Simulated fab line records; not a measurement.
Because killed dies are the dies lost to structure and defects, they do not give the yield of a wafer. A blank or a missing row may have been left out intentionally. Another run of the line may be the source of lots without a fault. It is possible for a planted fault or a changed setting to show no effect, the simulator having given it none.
Which of the tools did it?    flow gf180mcu    42 wafers from 14 lots sampled at 5 of the route's 602 steps

== WHAT EACH GAUGE READ, for each wafer ==
GF_POLY_GATE_CD_MEAS_10 targets a cd of 280 nm. Usual: 279.4 nm for cd-nm, sd 1.5.
lot   measured      on         cd-nm (nm)         flag
L632  day 9 05:47   cd-sem-02  279.6 278.4 279.5  
L633  day 9 10:16   cd-sem-01  280.7 280.9 280.9  
L634  day 9 18:39   cd-sem-02  280.8 279.9 280.6  
L635  day 10 02:14  cd-sem-01  281.5 279.7 280.9  
L636  day 10 18:11  cd-sem-02  276.9 277.2 276.9  
L640  day 11 23:23  cd-sem-01  276.4 276.3 277.2  
L641  day 12 04:32  cd-sem-02  277.7 277.8 278.6  
L642  day 12 06:39  cd-sem-01  279.8 278.2 278.1  
L643  day 12 14:32  cd-sem-02  281.6 281.1 281.9  
L644  day 12 20:20  cd-sem-01  280.1 281.5 279.3  
L647  day 13 14:50  cd-sem-02  276.3 276.7 277.7  
L649  day 14 08:19  cd-sem-01  279.0 279.5 277.8  
L650  day 14 15:29  cd-sem-02  279.9 279.6 279.1  
L654  day 15 19:41  cd-sem-02  277.4 278.8 277.4  

GF_POLY_GATE_OVL_MEAS_11. Usual: POLY_GATE_OVL -3 nm, standard deviation 4.5.
lot   measured      on          POLY_GATE_OVL (nm)  flag
L632  day 9 05:54   overlay-02  2 -4 -4             
L633  day 9 10:22   overlay-01  -12 -7 -2           
L634  day 9 18:44   overlay-01  2 -1 0              
L635  day 10 02:21  overlay-01  -10 -7 1            
L636  day 10 18:19  overlay-02  -3 -2 -7            
L640  day 11 23:28  overlay-02  -6 -3 -8            
L641  day 12 04:37  overlay-01  1 -2 3              
L642  day 12 06:45  overlay-01  -6 -4 -3            
L643  day 12 14:39  overlay-01  1 -3 -2             
L644  day 12 20:28  overlay-01  0 7 1               
L647  day 13 14:58  overlay-01  -5 -2 -8            
L649  day 14 08:25  overlay-02  -2 -1 6             
L650  day 14 15:34  overlay-01  -2 -8 3             
L654  day 15 19:48  overlay-02  -3 -5 -3            

GF_POLY_GATE_THK_MEAS_17. Usual: POLY_GATE_OXIDATION_THK 3.99 nm, standard deviation 0.081.
lot   measured      on             POLY_GATE_OXIDATION_THK (nm)  flag
L632  day 9 07:27   film-metro-01  4.09 4.10 4.04                
L633  day 9 12:24   film-metro-03  4.01 3.91 3.93                
L634  day 9 21:20   film-metro-03  4.05 4.08 4.06                
L635  day 10 03:54  film-metro-04  4.04 3.99 3.97                
L636  day 10 19:51  film-metro-04  4.05 4.15 4.09                
L640  day 12 01:01  film-metro-03  3.97 3.94 3.99                
L641  day 12 06:54  film-metro-03  4.05 4.16 4.10                
L642  day 12 08:49  film-metro-04  4.05 3.99 4.06                
L643  day 12 16:11  film-metro-04  4.07 4.19 4.09                
L644  day 12 22:00  film-metro-04  3.82 3.86 3.89                
L647  day 13 16:30  film-metro-01  4.11 3.98 3.95                
L649  day 14 09:58  film-metro-03  4.05 3.98 4.04                
L650  day 14 17:07  film-metro-03  3.92 3.99 3.97                
L654  day 15 21:34  film-metro-04  3.81 3.83 3.88                

GF_HV_LDD_RS_MEAS_53: the measuring method here is four-point-probe. Usual: HV_LDD_RS 417.5 ohm/sq, standard deviation 0.91.
lot   measured      on             HV_LDD_RS (ohm/sq)  flag
L632  day 12 11:32  film-metro-04  419.2 418.0 417.4   
L633  day 12 13:30  film-metro-02  417.5 418.0 417.7   
L634  day 13 02:13  film-metro-02  418.2 417.6 417.5   
L635  day 13 09:38  film-metro-04  416.9 417.8 417.6   
L636  day 14 04:32  film-metro-04  419.6 420.0 419.2   
L640  day 15 13:36  film-metro-04  418.2 418.1 418.6   
L641  day 15 17:54  film-metro-04  415.8 418.0 417.7   
L642  day 15 21:40  film-metro-01  427.8 429.3 428.5   OFF
L643  day 16 04:46  film-metro-04  416.4 414.5 416.9   
L644  day 16 11:50  film-metro-04  427.6 426.4 427.4   OFF
L647  day 17 08:27  film-metro-02  417.0 416.8 416.8   
L649  day 18 03:11  film-metro-02  418.6 417.1 417.9   
L650  day 18 11:16  film-metro-04  416.4 416.2 415.9   
L654  day 19 19:17  film-metro-04  418.0 418.1 417.6   

== EACH LOT AND THE TOOL THAT RAN IT (in order: tool; ch and the chambers of the sampled wafers; start) ==
lot   GF_HV_LDD_IMPLANT_09
L632  implanter-04 ch 0, day 10 01:40
L633  implanter-04 ch 0, day 10 05:47
L634  implanter-04 ch 0, day 10 15:52
L635  implanter-02 ch 0, day 10 22:03
L636  implanter-01 ch 0, day 11 14:23
L640  implanter-01 ch 0, day 12 21:01
L641  implanter-02 ch 0, day 13 02:44
L642  implanter-01 ch 0, day 13 04:37
L643  implanter-04 ch 0, day 13 12:14
L644  implanter-01 ch 0, day 13 18:26
L647  implanter-04 ch 0, day 14 13:44
L649  implanter-02 ch 0, day 15 06:52
L650  implanter-04 ch 0, day 15 14:20
L654  implanter-01 ch 0, day 16 19:46
- GF_HV_LDD_IMPLANT_09

== WHAT THE TOOLS THEMSELVES READ (means of the sampled wafers that have a number; where no wafer has one, the mark that the record gives instead) ==
GF_HV_LDD_IMPLANT_09. Usual: dose-ions-cm2 1.0002e+14, standard deviation 1e+11; faraday-current-uA 563, standard deviation 11; tilt-deg 7.001 degrees, standard deviation 0.018.
lot   tool          dose-ions-cm2  faraday-current-uA  tilt-deg (degrees)  flag
L632  implanter-04  1.0000e+14     549                 7.010               
L633  implanter-04  1.0001e+14     560                 7.006               
L634  implanter-04  9.9977e+13     570                 7.006               
L635  implanter-02  1.0014e+14     569                 6.989               
L636  implanter-01  1.0008e+14     565                 6.983               
L640  implanter-01  9.9890e+13     566                 6.993               
L641  implanter-02  1.0012e+14     559                 6.987               
L642  implanter-01  9.4650e+13     536                 6.997               OFF
L643  implanter-04  9.9923e+13     577                 7.010               
L644  implanter-01  9.4590e+13     535                 7.008               OFF
L647  implanter-04  1.0002e+14     573                 7.022               
L649  implanter-02  9.9980e+13     563                 7.015               
L650  implanter-04  1.0007e+14     571                 7.007               
L654  implanter-01  1.0008e+14     560                 6.988               

== THE ANSWER, worked out from the rows above alone ==
Rule: lot off if the mean of its wafers having a number is beyond 3 standard deviations from the usual mean. Also off: a lot with no number at a reading for which 4 or more lots have one. The other lots that the step has rows for count as sound. The gauges are gone through in route order, then the tools' own readings, and for those a lot's mean is taken as printed above. At the first step where some lot is off, the reading lying furthest off is the one used; lots without a number count as furthest.
Off: L642, L644, at GF_HV_LDD_RS_MEAS_53 (HV_LDD_RS).
A tool fits if, at a process step before that reading, it ran every lot that is off, and no sound lot after the first of them. The gauges at GF_HV_LDD_RS_MEAS_53 aren't tried: what is off there is off at GF_HV_LDD_IMPLANT_09 too, on other tools, and a gauge's error can't cause that. Not one of the candidates tried fits.

== WHAT THE SIMULATOR PUT IN ==
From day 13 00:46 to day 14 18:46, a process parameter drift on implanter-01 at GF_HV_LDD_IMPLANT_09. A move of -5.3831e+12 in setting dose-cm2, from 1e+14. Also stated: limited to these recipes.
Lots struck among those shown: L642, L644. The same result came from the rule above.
